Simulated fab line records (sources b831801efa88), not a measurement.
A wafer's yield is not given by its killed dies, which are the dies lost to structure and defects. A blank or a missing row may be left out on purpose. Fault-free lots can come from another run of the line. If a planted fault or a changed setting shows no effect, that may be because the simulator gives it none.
fab line records | flow gf180mcu
[record] lots = 6 wafers = 18 last-day = 34
route steps=602 shown M1@323 V1@335
lots that met no fault: taken from a fault-free run of the same line
start-h: start of the lot's first displayed wafer, in hours after the record's first day | wait-h: how many hours have passed since the lot's step before this one | " as in the row above | L1.1+2: one row covering several wafers at once | - value missing, or start not given | * or withheld: withheld | < > ~ a bound
route shown NAME@n: names a module that has steps shown in the file, with the first one's number in the route | usual: mean/standard deviation taken from wafers without a fault | same: alike in all rows | chamber/n: place in a boat | sites: the reading at each site | _std_site: the values' standard deviation | _edge_site: mean of outer sites minus mean of inner sites | radius-mm: how far each site lies from the wafer's centre | mask NAME#n: copy n | behind: tool/chamber where the wafer was last shaped | hold: what put the lot on hold/how long, in hours/how the hold closed | device: transistor that didn't switch, given as n, p or np | end of line: at the end of the route, the tests of the same wafers | a step without rows: its recipe alone | killed: count of dies lost to structure and defects at first sort (not the wafer's yield) | map: shows each die of a wafer: x if killed, . if not, _ if none is there
set.NAME: the setting the step ran with; set.NAME@STEP: the setting that earlier step ran with | model.NAME: the simulator's own value behind a step, which no gauge read
lots at some steps of the route; a table a step, a row a wafer
services: from which hour (start-h, from the record's first day; less than 0 if before it) a tool's chamber was out of use, for how many hours, and why
[[steps]]
[step GF_M1_HMDS_08]
[recipe] prime-time-s = 60 prime-temp-c = 120
[step GF_M1_COAT_09]
[recipe] resist = KrF spin-rpm = withheld resist-thk-nm = 1000
[step GF_M1_SOFTBAKE_10]
[recipe] temp-c = 130 time-s = 60 resist = KrF
[step GF_M1_EXPOSE_11]
[recipe] mask-id = Metal1 target-cd-nm = 230 na = 0.68 source-shape = conventional sigma-outer = 0.6 dose-mj = 28
[step GF_M1_PEB_12]
[recipe] peb-temp-c = 135 peb-time-s = 90 resist = KrF
[step GF_M1_DEVELOP_13]
[recipe] develop-time-s = 60 dev-temp-c = 21
[step GF_M1_CD_MEAS_14]
[recipe] target-cd-nm = 230
[usual] cd-nm = 229.9/1.2
// columns lot.wafer tool chamber start-h wait-h cd-nm
L668.2 cd-sem-02 - 463.98 0.1 229.3
L668.3 " - " " 229.3
L668.6 " - " " 228.5
L672.3 cd-sem-02 - 499.48 0.1 229.7
L672.4 " - " " 229.5
L672.5 " - " " 230.5
L673.1 cd-sem-02 - 511.46 0.1 230.3
L673.3 " - " " 229.6
L673.5 " - " " 230.6
L675.1 cd-sem-02 - 522.00 0.1 231.0
L675.3 " - " " 230.5
L675.6 " - " " 231.0
L682.1 cd-sem-01 - 573.74 0.1 230.6
L682.3 " - " " 230.7
L682.6 " - " " 231.3
L683.1 cd-sem-01 - 579.11 0.1 229.4
L683.2 " - " " 229.1
L683.6 " - " " 229.1
[step GF_M1_OVL_MEAS_15]
[usual] M1_OVL = 0/4.5
// columns lot.wafer tool chamber start-h wait-h M1_OVL[nm]
L668.2 overlay-02 - 464.09 0.1 2
L668.3 " - " " -3
L668.6 " - " " 3
L672.3 overlay-01 - 499.57 0.1 1
L672.4 " - " " 2
L672.5 " - " " -2
L673.1 overlay-01 - 511.58 0.1 -6
L673.3 " - " " -4
L673.5 " - " " -7
L675.1 overlay-02 - 522.12 0.1 -3
L675.3 " - " " 1
L675.6 " - " " -2
L682.1 overlay-01 - 573.86 0.1 -2
L682.3 " - " " -6
L682.6 " - " " -5
L683.1 overlay-02 - 579.23 0.1 1
L683.2 " - " " 2
L683.6 " - " " 7
[step GF_M1_METAL_ETCH_16]
[recipe] chemistry = Cl2/BCl3 mask-material = KrF target-depth-nm = 627.5 stop-on = SiO2 pressure-mtorr = 8 icp-w = 800 bias-w = 140 Cl2_flow_sccm = 80 bcl3-flow-sccm = 40 time-s = 104.6
[usual] drypump-motor-current-A = 5.9/0.35 oes-product-au = 0.975/0.0063 throttle-valve-pct = 28.246/0.011
// columns lot.wafer tool chamber start-h wait-h drypump-motor-current-A oes-product-au rf-hours-counter-h throttle-valve-pct
L668.2 rie-metal-04 0 464.12 0.0 6.1 0.974 3.8 28.227
L668.3 " 0 " " 6.1 0.985 - 28.238
L668.6 " 1 " " 6.2 0.967 - 28.249
L672.3 rie-metal-04 1 499.63 0.1 6.2 0.977 - 28.248
L672.4 " 0 " " 6.1 0.978 - 28.239
L672.5 " 0 " " 6.1 0.973 - 28.234
L673.1 rie-metal-03 1 511.62 0.0 5.6 0.976 10.9 28.246
L673.3 " 1 " " 5.6 0.978 - 28.248
L673.5 " 1 " " 5.6 0.972 - 28.243
L675.1 rie-metal-02 1 522.15 0.0 5.6 0.965 8.1 28.270
L675.3 " 1 " " 5.6 0.969 - 28.275
L675.6 " 1 " " 5.6 0.964 - 28.255
L682.1 rie-metal-03 0 573.89 0.0 6.5 0.982 0.3 28.243
L682.3 " 0 " " 6.5 0.981 - 28.247
L682.6 " 0 " " 6.5 0.973 - 28.233
L683.1 rie-metal-04 1 579.27 0.0 6.2 0.981 9.0 28.250
L683.2 " 0 " " 6.1 0.979 6.2 28.241
L683.6 " 1 " " 6.3 0.977 - 28.230
[step GF_M1_STRIP_17]
[recipe] chemistry = O2/N2 power-w = 1400 pressure-mtorr = 1500 platen-temp-c = 250 o2-flow-sccm = 3000 n2-flow-sccm = 300 overash-fraction = 0.5
[usual] drypump-motor-current-A = 5.8/0.56 heater-power-w = 340/18 oes-product-au = 0.558/0.0052 platen-temp-c = 250.05/0.18 strip-time-to-endpoint-s = 7.88/0.043
// columns lot.wafer tool chamber start-h wait-h drypump-motor-current-A heater-power-w oes-product-au platen-temp-c rf-hours-counter-h strip-time-to-endpoint-s
L668.2 plasma-asher-04 1 464.23 0.1 5.8 348 0.552 249.75 37 7.77
L668.3 " 1 " " 5.8 362 0.558 250.02 - 7.79
L668.6 " 0 " " 5.8 327 0.569 249.99 - 7.90
L672.3 plasma-asher-03 1 499.74 0.1 4.6 361 0.563 249.75 - 7.87
L672.4 " 0 " " 5.9 342 0.557 250.07 - 7.82
L672.5 " 0 " " 5.9 328 0.554 250.11 - 7.81
L673.1 plasma-asher-03 0 511.73 0.1 5.9 340 0.561 250.09 72 7.83
L673.3 " 0 " " 5.9 333 0.552 249.97 - 7.90
L673.5 " 1 " " 4.6 360 0.552 250.58 - 7.87
L675.1 plasma-asher-04 0 522.26 0.1 5.8 320 0.563 250.17 43 7.92
L675.3 " 1 " " 5.8 349 0.551 250.07 - 7.90
L675.6 " 1 " " 5.8 348 0.556 249.85 - 7.94
L682.1 plasma-asher-03 0 574.01 0.1 5.9 327 0.555 250.17 78 7.89
L682.3 " 0 " " 5.9 331 0.553 250.23 - 7.87
L682.6 " 0 " " 5.9 335 0.561 250.18 - 7.89
L683.1 plasma-asher-03 0 579.38 0.1 5.9 335 0.566 250.11 79 7.96
L683.2 " 1 " " 4.6 351 0.554 249.83 79 7.86
L683.6 " 0 " " 5.9 321 0.559 250.25 - 7.95
[step GF_M1_STRIP_18]
[recipe] chemistry = post-etch-residue-remover time-s = 1200 temp-c = 72.5
[step GF_M1_CLEAN_19]
[recipe] chemistry = DIW dry = n2-spin
[step GF_V1_CVD_00]
[recipe] material = SiO2 target-thk-nm = 600 sigma-open-frac = 0.3 temp-c = 400 time-s = 100 sih4-flow-sccm = 60 pressure-mtorr = 6
[usual] sih4-flow-sccm = 60.02/0.18 susceptor-temp-C = 399.98/0.23
// columns lot.wafer tool chamber start-h wait-h sih4-flow-sccm susceptor-temp-C model.SiO2_of_V1_CVD_00.thk-nm
L668.2 hdpcvd-02 1 464.77 0.0 60.15 399.83 590.5
L668.3 " 2 " " 60.10 399.89 591.7
L668.6 " 1 " " 59.99 399.95 598.3
L672.3 hdpcvd-02 0 500.33 0.0 29.64 400.31 313.5
L672.4 " 1 " " 30.00 399.94 301.8
L672.5 " 0 " " 29.66 400.18 310.2
L673.1 hdpcvd-02 2 512.27 0.0 29.67 400.06 302.8
L673.3 " 0 " " 29.92 400.20 303.9
L673.5 " 0 " " 30.48 400.14 305.6
L675.1 hdpcvd-01 0 522.95 0.0 59.86 400.04 597.6
L675.3 " 2 " " 59.92 399.84 603.4
L675.6 " 1 " " 60.11 399.83 605.2
L682.1 hdpcvd-02 2 574.54 0.0 59.91 399.83 601.7
L682.3 " 1 " " 59.78 399.66 610.2
L682.6 " 2 " " 60.13 399.86 601.1
L683.1 hdpcvd-01 0 579.94 0.0 59.99 400.20 610.7
L683.2 " 1 " " 59.83 400.27 603.2
L683.6 " 1 " " 60.03 400.08 599.1
[step GF_V1_THK_MEAS_01]
[recipe] reads = SiO2_of_V1_CVD_00
[usual] V1_CVD_00_THK = 601/5.8
// columns lot.wafer tool chamber start-h wait-h hold V1_CVD_00_THK[nm]
L668.2 film-metro-04 - 464.85 0.0 - 590
L668.3 " - " " - 592
L668.6 " - " " - 598
L672.3 film-metro-04 - 500.43 0.1 await-dispo/0.2h/release 314
L672.4 " - " " await-dispo/0.2h/release 302
L672.5 " - " " await-dispo/0.2h/release 311
L672.3 film-metro-04 - 500.65 0.2 - 314
L672.4 " - " " - 302
L672.5 " - " " - 310
L673.1 film-metro-02 - 512.34 0.0 await-dispo/0.2h/release 303
L673.3 " - " " await-dispo/0.2h/release 304
L673.5 " - " " await-dispo/0.2h/release 306
L673.1 film-metro-02 - 512.57 0.2 - 303
L673.3 " - " " - 304
L673.5 " - " " - 306
L675.1 film-metro-04 - 523.03 0.0 - 598
L675.3 " - " " - 604
L675.6 " - " " - 605
L682.1 film-metro-01 - 574.61 0.0 - 601
L682.3 " - " " - 609
L682.6 " - " " - 601
L683.1 film-metro-02 - 580.02 0.0 - 610
L683.2 " - " " - 603
L683.6 " - " " - 599
[[services]]
// columns tool chamber start-h hours kind
plasma-asher-03 - 451.93 2.8 pm
rie-metal-04 1 457.94 3.7 repair
hdpcvd-01 - 463.04 6.0 pm
rie-metal-02 - 484.16 0.6 repair
plasma-asher-03 - 485.73 0.9 repair
plasma-asher-04 - 486.01 5.8 pm
plasma-asher-03 - 487.89 2.3 repair
rie-metal-04 - 489.88 0.7 repair
rie-metal-03 1 513.04 2.5 repair
rie-metal-03 - 523.65 2.8 pm
rie-metal-03 1 526.40 - clean
rie-metal-03 1 526.40 19.3 scheduled-down
rie-metal-03 1 526.40 19.3 vent-cycle
rie-metal-03 0 531.06 1.1 repair
hdpcvd-01 - 539.25 15.0 pm
hdpcvd-01 0 539.25 15.0 vent-cycle
hdpcvd-01 1 539.25 15.0 vent-cycle
hdpcvd-01 2 539.25 15.0 vent-cycle
rie-metal-04 - 545.86 2.8 pm
rie-metal-03 0 547.38 - clean
rie-metal-03 0 547.38 17.4 scheduled-down
rie-metal-03 0 547.38 17.4 vent-cycle
hdpcvd-01 0 554.25 - clean
hdpcvd-01 - 565.18 0.4 repair
[[key]]
[first-sign] step = GF_V1_CVD_00 reading = sih4-flow-sccm direction = down sigmas = 99+ usual = 60.02 struck = 29.89
[effect] step = GF_V1_THK_MEAS_01 reading = visit direction = added
[effect] step = GF_V1_THK_MEAS_01 reading = V1_CVD_00_THK direction = down sigmas = 51 usual = 601 struck = 306
[model-effect] step = GF_V1_CVD_00 value = SiO2_of_V1_CVD_00.thk-nm without = 606.3 struck = 306.3
met-at GF_V1_CVD_00
struck-wafers L672.3,L672.4,L672.5,L673.1,L673.3,L673.5
scrapped-behind GF_V1_THK_MEAS_01 L672.3,L672.4,L672.5,L673.1,L673.3,L673.5
onset-between 464.77 500.33
[fault] kind = process-parameter-drift tool = hdpcvd-02 chamber = - onset-h = 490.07 steps = GF_V1_CVD_00 channel = sih4-flow-sccm offset = -30 shape = step end-h = 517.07 acts-in = these-recipes-only stated = 60
